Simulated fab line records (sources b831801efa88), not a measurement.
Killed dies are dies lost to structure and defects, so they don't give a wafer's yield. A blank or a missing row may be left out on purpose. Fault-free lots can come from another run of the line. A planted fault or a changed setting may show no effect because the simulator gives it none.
Matching of chambers -- flow gf180mcu -- rie_diel-04 running GF_V4_ETCH_16: 4 sister chambers
The step etches BARC in N2/H2. 4 wafers are shown with their chamber, then 9 later ones without.

== WAFERS, EACH WITH ITS CHAMBER ==
wafer,chamber,drypump_motor_current_A (A)
L081.5,3,5.6
L083.3,0,5.9
L086.1,2,5.9
L086.6,1,4.8

== WAFERS WITH NO CHAMBER GIVEN ==
wafer,drypump_motor_current_A (A)
L089.4,5.6
L089.5,5.6
L089.6,4.8
L091.4,4.8
L091.5,5.6
L091.6,6.0
L096.2,5.9
L096.4,5.9
L096.6,5.6

== THE CHAMBER EACH PASSED THROUGH ==
wafer,from the rows above,in truth
L089.4,3,3
L089.5,3,3
L089.6,1,1
L091.4,1,1
L091.5,3,3
L091.6,can't be placed: 0 or 2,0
L096.2,can't be placed: 0 or 2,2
L096.4,can't be placed: 0 or 2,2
L096.6,3,3
Correctly placed: 6 of 9. Unplaceable from these rows: 3, with the true chamber sitting among the candidates in 3. Wrongly placed: 0.
How it was worked out, from the rows above alone: a wafer's distance from a chamber is the root of the sum, over the readings, of the square of ((its reading less the chamber's mean) divided by the reading's scatter). The wafer belongs to the nearest chamber; if the next one is less than 2 further off, it can't be placed. Each chamber's mean is taken over the wafers shown for it. The scatter: with one shown wafer a chamber, the root of the mean of the squares of how far each hidden wafer lies from its nearest shown one.
